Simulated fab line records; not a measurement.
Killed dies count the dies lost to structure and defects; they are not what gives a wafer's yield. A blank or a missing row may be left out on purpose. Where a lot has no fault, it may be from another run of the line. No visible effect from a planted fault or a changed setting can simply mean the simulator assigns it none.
What tool caused it?	flow sky130	14 lots, 42 wafers sampled, at 4 steps of a route of 708

WHAT EACH GAUGE READ, for each wafer
SKY_VIA3_CD_MEAS_12: the cd target is 200 nm. Usual: cd nm at 200.2 nm, with a standard deviation of 1.5.
lot	measured	on	cd nm (nm)	flag
L523	day 39 10:18	cd sem-02	201.7 202.1 199.8	
L524	day 40 03:02	cd sem-01	199.7 198.7 200.3	
L525	day 40 04:25	cd sem-02	202.8 202.8 201.0	
L527	day 40 20:11	cd sem-02	201.0 200.8 201.0	
L528	day 41 10:23	cd sem-02	198.8 199.5 198.7	
L529	day 41 11:47	cd sem-01	200.0 200.8 199.5	
L530	day 41 17:53	cd sem-02	198.0 198.8 199.0	
L531	day 42 14:50	cd sem-01	199.7 199.9 200.5	
L535	day 43 05:34	cd sem-01	199.9 200.5 200.6	
L536	day 43 10:50	cd sem-01	200.1 199.9 199.9	
L537	day 43 18:13	cd sem-01	200.9 201.3 201.7	
L538	day 44 02:41	cd sem-02	203.1 201.8 202.7	
L542	day 45 00:20	cd sem-01	199.5 200.3 198.7	
L544	day 45 09:11	cd sem-02	199.4 198.8 200.2	

SKY_CAP2M_OVL_MEAS_12. Usual: for CAP2M_OVL the level is -0.6 nm and the standard deviation is 1.5.
lot	measured	on	CAP2M_OVL (nm)	flag
L523	day 40 13:34	overlay-01	1.0 0.2 -0.3	
L524	day 41 04:42	overlay-01	-0.7 -3.9 -0.9	
L525	day 41 06:05	overlay-01	-0.7 1.4 0.5	
L527	day 41 21:48	overlay-01	2.2 1.7 1.6	
L528	day 42 11:25	overlay-01	-1.4 -0.2 -0.8	
L529	day 42 13:25	overlay-02	-0.3 -2.3 -1.1	
L530	day 42 19:49	overlay-02	-0.5 -1.8 -1.8	
L531	day 43 15:34	overlay-02	-2.8 -1.8 -2.1	
L535	day 44 05:31	overlay-01	-0.4 2.5 1.1	
L536	day 44 11:10	overlay-02	-0.9 -3.2 -2.4	
L537	day 44 18:07	overlay-02	-1.9 -1.5 -1.6	
L538	day 45 02:34	overlay-01	-3.1 -0.7 -2.2	
L542	day 45 23:07	overlay-01	0.6 -0.3 0.6	
L544	day 46 07:37	overlay-01	0.2 0.0 0.2	

WHICH TOOL RAN EACH LOT (tool, then ch and the chambers of the sampled wafers, then the start)
lot	SKY_FIELD_ISO_COAT_08	SKY_CAP2M_SPUTTER_02
L523	litho track-01 ch 0, day 1 21:00	pvd sputter-01, day 39 12:06
L524	litho track-01 ch 0, day 2 03:00	pvd sputter-03, day 40 04:45
L525	litho track-03 ch 0, day 2 06:00	pvd sputter-02, day 40 06:11
L527	litho track-01 ch 0, day 2 20:00	pvd sputter-01, day 40 21:58
L528	litho track-01 ch 0, day 3 03:00	pvd sputter-03, day 41 12:08
L529	litho track-04 ch 0, day 3 05:00	pvd sputter-01, day 41 13:46
L530	litho track-01 ch 0, day 3 10:00	pvd sputter-03, day 41 20:02
L531	litho track-03 ch 0, day 3 14:00	pvd sputter-02, day 42 16:38
L535	litho track-03 ch 0, day 4 09:00	pvd sputter-01, day 43 07:22
L536	litho track-03 ch 0, day 4 14:00	pvd sputter-01, day 43 12:35
L537	litho track-04 ch 0, day 4 21:00	pvd sputter-02, day 43 19:57
L538	litho track-04 ch 0, day 5 02:00	pvd sputter-02, day 44 04:24
L542	litho track-03 ch 0, day 5 22:00	pvd sputter-01, day 45 02:05
L544	litho track-03 ch 0, day 6 07:00	pvd sputter-02, day 45 10:55
- SKY_FIELD_ISO_COAT_08: resist thk 450 nm.
- SKY_CAP2M_SPUTTER_02: material TiN, target thk 200 nm, time 166.7 s.

WHAT THE TOOLS THEMSELVES READ (means of the sampled wafers that have a number; where no wafer has one, the mark that the record gives instead)
SKY_FIELD_ISO_COAT_08. Usual: chill plate temp C 23.02 C, standard deviation 0.1; spin speed rpm 3000.0 rpm, standard deviation 1.6.
lot	tool	chill plate temp C (C)	spin speed rpm (rpm)	flag
L523	litho track-01	23.01	2999.9	
L524	litho track-01	23.05	2999.9	
L525	litho track-03	23.04	2997.9	
L527	litho track-01	22.94	2998.9	
L528	litho track-01	23.02	2998.9	
L529	litho track-04	23.05	3001.8	
L530	litho track-01	22.91	3001.0	
L531	litho track-03	22.94	2997.2	
L535	litho track-03	23.05	3002.6	
L536	litho track-03	22.96	2998.1	
L537	litho track-04	23.00	2833.3	OFF
L538	litho track-04	23.07	2831.8	OFF
L542	litho track-03	23.00	2999.9	
L544	litho track-03	23.10	3000.2	

SKY_CAP2M_SPUTTER_02. Usual: throttle valve pct at 30.3 %, with a standard deviation of 0.97.
lot	tool	throttle valve pct (%)	flag
L523	pvd sputter-01	31.2	
L524	pvd sputter-03	29.8	
L525	pvd sputter-02	31.2	
L527	pvd sputter-01	30.4	
L528	pvd sputter-03	30.5	
L529	pvd sputter-01	31.3	
L530	pvd sputter-03	30.3	
L531	pvd sputter-02	30.6	
L535	pvd sputter-01	30.5	
L536	pvd sputter-01	29.0	
L537	pvd sputter-02	30.6	
L538	pvd sputter-02	29.9	
L542	pvd sputter-01	29.5	
L544	pvd sputter-02	30.9	

THE ANSWER, worked out from the rows above alone
Rule: a lot counts as off when the mean over its wafers that have a number is more than 3 standard deviations away from the usual mean. Also off: a lot with no number at a reading for which 4 or more lots have one. The other lots that the step has rows for count as sound. The gauges are gone through in route order, then the tools' own readings, and for those a lot's mean is taken as printed above. At the first step where some lot is off, the reading lying furthest off is the one used; lots without a number count as furthest.
Off, at SKY_FIELD_ISO_COAT_08 on spin speed rpm: L537, L538.
A tool fits if, at that step or a process step before it, it ran every lot that is off, and no sound lot after the first of them. One candidate fits, namely litho track-04 at SKY_FIELD_ISO_COAT_08. Its last sound lot is L529 (day 3 05:00), its first lot that is off L537 (day 4 21:00): a fault that began between those two fits.
On the lots that are off, the tool's own readings at SKY_FIELD_ISO_COAT_08 differ by more than 5 times the standard deviation of the sound lots' means, which bears it out; spin speed rpm reads 2832.6 rpm there versus 2999.7 rpm on the sound lots.

WHAT THE SIMULATOR PUT IN
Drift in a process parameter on litho track-04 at SKY_FIELD_ISO_COAT_08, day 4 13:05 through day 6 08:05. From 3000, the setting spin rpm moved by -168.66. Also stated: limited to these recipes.
Shown lots that were struck: L537, L538. The rule above found the same.
